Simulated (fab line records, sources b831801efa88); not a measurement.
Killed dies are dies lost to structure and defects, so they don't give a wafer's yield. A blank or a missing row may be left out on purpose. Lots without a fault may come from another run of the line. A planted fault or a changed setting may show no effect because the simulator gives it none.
A struck lot beside a sound one | flow gf180mcu | 17 steps out of a route of 602
Sound: wafers L548.2, L548.3, L548.5. Struck: wafers L556.2, L556.3, L556.6. The cause comes at the end.
At each step with rows: each side's tool, then ch and its chambers, then its first start. Under that, the readings that differ: sound wafers | struck wafers | difference of the means | sigmas: that difference in standard deviations of wafers without a fault.
alike: readings whose means differ by less than 2 such deviations, and words and numbers that are the same on both sides. not compared: withheld readings, readings that some wafer has no value for, bounds like >300 that may hide the same value, and numbers for which the record gives no deviation and whose values overlap.
The two part at a step that has a row with sigmas, a row that says differs or no value, or rows on one side only. Numbers that don't overlap but have no deviation are shown without sigmas and don't part them. A reading that every wafer of one side lacks parts them only if that side has two wafers or more.

first, 3 steps without rows for these wafers: GF_NWELL_EXPOSE_04 (exposes mask Nwell, target cd 860 nm); GF_NWELL_PEB_05; GF_NWELL_DEVELOP_06 (develop time 60 s).
GF_NWELL_OVL_MEAS_07:
  sound on overlay-02, day 4 09:30; struck on overlay-02, day 6 09:06
  alike: NWELL_OVL
then, 2 steps without rows for these wafers: GF_NWELL_IMPLANT_08; GF_NWELL_IMPLANT_09.
GF_NWELL_STRIP_10: strips in O2/N2.
  sound on plasma_asher-01 ch 0,1, day 4 09:50; struck on plasma_asher-01 ch 0,1, day 6 09:26
  alike: drypump_motor_current_A, heater_power_w, oes_product_au, strip_time_to_endpoint_s
  not compared: rf_hours_counter_h
GF_NWELL_TW_MEAS_11:
  sound on film_metro-01, day 4 09:56; struck on film_metro-01, day 6 09:32
  alike: NWELL_TW
then, 4 steps without rows for these wafers: GF_LVPWELL_DEHYDRATE_00 (time 60 s); GF_LVPWELL_HMDS_01 (prime time 60 s); GF_LVPWELL_COAT_02 (resist thk 3000 nm); GF_LVPWELL_SOFTBAKE_03.
GF_LVPWELL_EXPOSE_04: exposes mask LVPWELL, target cd 600 nm.
  sound on iline_stepper-02 ch 0, day 4 17:13; struck on iline_stepper-02 ch 0, day 6 17:39
  reading                         | sound                | struck            | difference | sigmas
  model.LVPWELL.overlay_x_nm (nm) | 0.4249 0.4249 0.4249 | 216.4 216.4 216.4 | +216.0     |
  alike: mask
then, 2 steps without rows for these wafers: GF_LVPWELL_PEB_05; GF_LVPWELL_DEVELOP_06 (develop time 60 s).
GF_LVPWELL_OVL_MEAS_07:
  sound on overlay-01, day 4 23:29; struck on overlay-02, day 7 01:13
  reading          | sound       | struck            | difference | sigmas
  LVPWELL_OVL (nm) | 1.4 3.0 1.4 | 214.8 214.6 215.5 | +213.0     | +99 or more
  not compared: hold
then, 1 step without rows for these wafers: GF_PASSIVATION_PROBE_99.

WHERE THEY PART
Only at GF_LVPWELL_OVL_MEAS_07, within this record.

WHY: what the simulator had put in
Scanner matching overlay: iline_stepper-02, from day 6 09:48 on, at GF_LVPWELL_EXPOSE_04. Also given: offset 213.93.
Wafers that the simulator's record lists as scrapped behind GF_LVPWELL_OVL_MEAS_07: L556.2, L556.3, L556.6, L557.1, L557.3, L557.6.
